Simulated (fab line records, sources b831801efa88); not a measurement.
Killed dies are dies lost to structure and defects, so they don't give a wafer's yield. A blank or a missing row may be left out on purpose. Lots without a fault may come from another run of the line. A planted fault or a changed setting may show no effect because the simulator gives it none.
Which tool did it? | flow sky130 | 14 lots, 42 wafers sampled, at 3 steps of a route of 708

WHAT THE GAUGES READ, wafer by wafer
SKY_METAL1_CD_MEAS_15: target cd 140 nm. Usual: cd_nm 140.8 nm, standard deviation 1.4.
lot  | measured     | on        | cd_nm (nm)        | flag
L398 | day 32 16:58 | cd_sem-01 | 140.3 139.2 140.0 |
L399 | day 33 06:22 | cd_sem-02 | 143.3 141.1 139.9 |
L400 | day 33 08:35 | cd_sem-01 | 140.3 142.3 139.6 |
L401 | day 33 20:31 | cd_sem-01 | 139.3 141.8 140.0 |
L402 | day 33 23:13 | cd_sem-01 | 144.5 142.6 142.7 |
L403 | day 35 02:31 | cd_sem-02 | 141.1 138.2 140.9 |
L405 | day 35 06:41 | cd_sem-01 | 139.8 137.9 138.9 |
L413 | day 37 18:26 | cd_sem-02 | 138.5 139.4 139.8 |
L414 | day 37 21:08 | cd_sem-02 | 140.6 141.6 141.6 |
L416 | day 38 14:15 | cd_sem-02 | 141.0 140.2 139.0 |
L417 | day 38 19:20 | cd_sem-01 | 141.3 141.7 140.8 |
L418 | day 39 18:29 | cd_sem-02 | 142.6 141.1 142.8 |
L420 | day 39 21:45 | cd_sem-02 | 143.0 143.3 143.7 |
L419 | day 39 22:06 | cd_sem-02 | 141.7 140.0 139.9 |

SKY_VIA1_BOW_MEAS_03. Usual: VIA1_BOW 80 um, standard deviation 7.6.
lot  | measured     | on            | VIA1_BOW (um) | flag
L398 | day 32 18:23 | film_metro-04 | 82 72 85      |
L399 | day 33 07:46 | film_metro-04 | 82 89 88      |
L400 | day 33 09:59 | film_metro-03 | 71 80 91      |
L401 | day 33 21:58 | film_metro-02 | 72 84 73      |
L402 | day 34 00:45 | film_metro-04 | 76 67 87      |
L403 | day 35 04:05 | film_metro-03 | 84 72 95      |
L405 | day 35 08:17 | film_metro-03 | 81 67 76      |
L413 | day 37 19:50 | film_metro-04 | 89 71 95      |
L414 | day 37 22:34 | film_metro-04 | 81 73 72      |
L416 | day 38 15:42 | film_metro-04 | 78 69 75      |
L417 | day 38 20:47 | film_metro-02 | 77 89 95      |
L418 | day 39 19:54 | film_metro-04 | 91 93 83      |
L420 | day 39 23:16 | film_metro-04 | 79 66 85      |
L419 | day 39 23:35 | film_metro-03 | 80 74 90      |

SKY_VIA1_CD_MEAS_12: target cd 150 nm. Usual: cd_nm 149.7 nm, standard deviation 1.7.
lot  | measured     | on        | cd_nm (nm)        | flag
L398 | day 33 21:33 | cd_sem-01 | 150.2 147.7 149.8 |
L399 | day 34 10:15 | cd_sem-02 | 151.3 151.7 151.7 |
L400 | day 34 12:17 | cd_sem-01 | 149.6 147.5 149.9 |
L401 | day 34 23:57 | cd_sem-02 | 150.6 152.6 151.4 |
L402 | day 35 03:29 | cd_sem-01 | 148.9 148.3 147.4 |
L403 | day 36 05:05 | cd_sem-02 | 149.8 149.3 149.2 |
L405 | day 36 10:26 | cd_sem-01 | 146.3 146.8 146.7 |
L413 | day 38 21:48 | cd_sem-02 | 149.0 148.7 149.1 |
L414 | day 38 23:50 | cd_sem-02 | 149.8 151.1 150.8 |
L416 | day 39 16:13 | cd_sem-02 | 150.3 152.2 151.6 |
L417 | day 39 21:47 | cd_sem-01 | 147.9 148.5 147.7 |
L418 | day 40 20:20 | cd_sem-01 | 152.7 153.3 152.6 |
L420 | day 40 23:20 | cd_sem-01 | 148.3 149.4 148.7 |
L419 | day 40 23:41 | cd_sem-02 | 146.5 147.9 146.4 |

WHICH TOOL RAN EACH LOT (tool, then ch and the chambers of the sampled wafers, then the start)
The record holds no process step before these readings.

WHAT THE TOOLS THEMSELVES READ (means of the sampled wafers that have a number; where no wafer has one, the mark that the record gives instead)
The record holds no such reading with a usual standard deviation.

THE ANSWER, worked out from the rows above alone
Rule: a lot is off if the mean of its wafers that have a number lies more than 3 standard deviations from the usual mean. A lot without any number at a reading at which 4 lots or more have one is off too. The other lots that the step has rows for count as sound. The gauges are gone through in route order, then the tools' own readings, and for those a lot's mean is taken as printed above. The first step at which some lot is off is used, and at that step the reading that is off furthest; a lot without a number counts as furthest.
No lot is off at any reading shown: from this, nothing can be told.

WHAT THE SIMULATOR HAD PUT IN
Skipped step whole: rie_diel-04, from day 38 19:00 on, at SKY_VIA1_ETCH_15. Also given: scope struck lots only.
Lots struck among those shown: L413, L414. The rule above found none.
